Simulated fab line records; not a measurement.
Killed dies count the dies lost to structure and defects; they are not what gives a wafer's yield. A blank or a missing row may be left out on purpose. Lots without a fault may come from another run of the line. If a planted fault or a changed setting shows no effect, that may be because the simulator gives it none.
Chamber matching ; flow gf180mcu ; 4 sister chambers for GF_V2_CMP_04 on cmp-01
The step polishes SiO2. 18 wafers are shown with their chamber, then 9 later ones without.

WAFERS PAIRED WITH THEIR CHAMBERS
wafer;chamber;motorCurrentA (A);timeToEndpointS (s)
L523.1;2;12.0;73
L523.2;3;11.1;78
L523.6;0;11.6;82
L524.1;1;11.4;70
L524.3;3;10.7;74
L524.4;2;11.3;82
L525.2;0;11.7;79
L525.3;2;12.0;76
L525.5;0;12.3;86
L526.1;2;11.3;83
L526.2;3;11.0;80
L526.4;1;11.3;76
L529.2;1;11.5;74
L529.5;0;11.6;72
L529.6;3;10.8;80
L530.2;3;10.7;69
L530.4;0;11.9;70
L530.5;0;11.7;80

SIGNATURES (averages over the wafers above)
reading;chamber 0;chamber 1;chamber 2;chamber 3;scatter within a chamber
motorCurrentA;11.800;11.400;11.650;10.860;0.268
timeToEndpointS;78.17;73.33;78.50;76.20;5.08
Rule: distance of a wafer from a chamber = root of the sum over the readings of ((wafer's reading minus chamber's mean) / reading's scatter) squared. The wafer belongs to the nearest chamber; if the next one is less than 2 further off, it can't be placed. How the scatter is found: for the shown wafers, subtract from each reading the mean of its chamber, square and add these, divide the total by (wafers less chambers), then take the root.

WAFERS MISSING THEIR CHAMBER
wafer;motorCurrentA (A);timeToEndpointS (s)
L531.1;12.1;71
L531.2;11.0;85
L531.6;11.8;78
L532.1;11.0;72
L532.3;12.5;78
L532.6;12.2;104
L545.1;11.3;74
L545.2;11.2;84
L545.6;12.3;81

THE CHAMBER EACH PASSED THROUGH
wafer;from the rows above;in truth
L531.1;can't be placed: 0 or 2 or 1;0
L531.2;can't be placed: 3 or 1 or 2 or 0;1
L531.6;can't be placed: 0 or 2 or 1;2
L532.1;can't be placed: 3 or 1 or 2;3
L532.3;can't be placed: 0 or 2 or 1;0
L532.6;can't be placed: 0 or 2 or 1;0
L545.1;can't be placed: 1 or 2 or 3 or 0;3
L545.2;can't be placed: 3 or 2 or 1 or 0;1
L545.6;can't be placed: 0 or 2 or 1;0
Placed correctly: 0 of 9. Unplaceable from these rows: 9, with the true chamber sitting among the candidates in 9. Placed wrongly: 0.
